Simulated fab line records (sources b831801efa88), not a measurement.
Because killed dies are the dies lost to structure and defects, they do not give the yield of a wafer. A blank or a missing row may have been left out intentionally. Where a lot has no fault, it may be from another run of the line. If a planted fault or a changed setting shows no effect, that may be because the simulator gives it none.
Which tool is to blame? -- flow gf180mcu -- 13 lots, 39 wafers sampled, at 3 steps of a route of 602

## WHAT THE GAUGES READ, wafer by wafer
GF_VT_IMPLANT_OVL_MEAS_29. Usual: VT_IMPLANT_02_OVL typically reads 1.0 nm, with standard deviation 1.6.
lot,measured,on,VT_IMPLANT_02_OVL (nm),flag
L783,day 6 20:08,overlay-02,1.6 2.2 3.5,
L784,day 7 08:04,overlay-01,1.3 0.0 2.0,
L785,day 7 13:23,overlay-01,1.0 0.1 1.1,
L786,day 7 16:48,overlay-01,2.9 2.3 1.9,
L787,day 7 21:25,overlay-02,3.9 2.1 0.3,
L789,day 8 13:04,overlay-02,3.7 0.7 2.0,
L792,day 9 05:55,overlay-02,1.4 2.2 0.7,
L795,day 10 00:26,overlay-01,-2.4 -1.1 -1.4,
L796,day 10 03:07,overlay-02,0.9 2.2 2.6,
L797,day 10 17:11,overlay-01,-1.5 -1.1 -1.2,
L803,day 12 04:23,overlay-01,3.1 1.6 1.2,
L805,day 12 17:58,overlay-02,2.4 0.8 1.3,
L806,day 13 00:01,overlay-02,2.9 1.6 2.1,

GF_VT_IMPLANT_OVL_MEAS_40. Usual: VT_IMPLANT_03_OVL typically reads 0.8 nm, with standard deviation 1.5.
lot,measured,on,VT_IMPLANT_03_OVL (nm),flag
L783,day 7 11:53,overlay-02,0.7 -0.4 -0.8,
L784,day 8 00:40,overlay-01,3.5 4.5 3.0,
L785,day 8 05:43,overlay-02,0.6 1.0 1.7,
L786,day 8 08:47,overlay-02,0.7 2.8 3.3,
L787,day 8 13:14,overlay-01,0.0 2.5 3.8,
L789,day 9 05:16,overlay-02,0.6 -0.6 -0.1,
L792,day 9 22:56,overlay-01,-0.1 -0.4 0.4,
L795,day 10 19:11,overlay-02,0.1 0.4 -2.1,
L796,day 10 21:44,overlay-01,1.0 0.9 -0.7,
L797,day 11 11:44,overlay-02,1.8 0.9 0.9,
L803,day 13 00:20,overlay-02,-0.6 -0.3 0.6,
L805,day 13 13:40,overlay-01,2.8 1.6 2.3,
L806,day 13 20:59,overlay-02,-1.2 1.5 0.1,

GF_NSD_CD_MEAS_07: target cd 400 nm. Usual: cd nm 400.4 nm, standard deviation 2.2.
lot,measured,on,cd nm (nm),flag
L783,day 13 16:03,cd sem-01,396.6 398.1 398.6,
L784,day 14 00:52,cd sem-01,399.3 399.7 401.8,
L785,day 14 12:28,cd sem-01,402.8 403.7 403.8,
L786,day 14 10:21,cd sem-02,400.2 397.3 399.9,
L787,day 14 22:10,cd sem-02,399.8 400.2 397.8,
L789,day 15 12:13,cd sem-01,404.5 403.7 403.9,
L792,day 16 08:46,cd sem-02,396.3 396.5 399.0,
L795,day 17 10:22,cd sem-02,402.8 402.8 402.3,
L796,day 17 13:17,cd sem-02,398.9 398.8 400.2,
L797,day 18 05:08,cd sem-01,401.6 401.1 402.8,
L803,day 20 03:06,cd sem-02,402.3 400.1 401.4,
L805,day 20 17:41,cd sem-01,397.8 397.6 397.3,
L806,day 21 04:29,cd sem-01,398.0 401.4 400.4,

## WHICH TOOL RAN EACH LOT (tool, then ch and the chambers of the sampled wafers, then the start)
The record shows no process step preceding these readings.

## AS READ BY THE TOOLS THEMSELVES (means over the sampled wafers that have a number; for cases with no such wafer, the mark the record gives instead)
The record holds no such reading with a usual standard deviation.

## THE ANSWER, worked out from the rows above alone
Rule: a lot counts as off when the mean over its wafers that have a number is more than 3 standard deviations away from the usual mean. Also off: a lot with no number at a reading for which 4 or more lots have one. Any other lot the step has rows for is counted as sound. First the gauges in route order, then the tools' own readings, where a lot's mean is used as printed above. The first step at which some lot is off is used, and at that step the reading that is off furthest; a lot without a number counts as furthest.
None of the lots is off at any reading shown; this tells nothing.

## WHAT WAS PUT IN BY THE SIMULATOR
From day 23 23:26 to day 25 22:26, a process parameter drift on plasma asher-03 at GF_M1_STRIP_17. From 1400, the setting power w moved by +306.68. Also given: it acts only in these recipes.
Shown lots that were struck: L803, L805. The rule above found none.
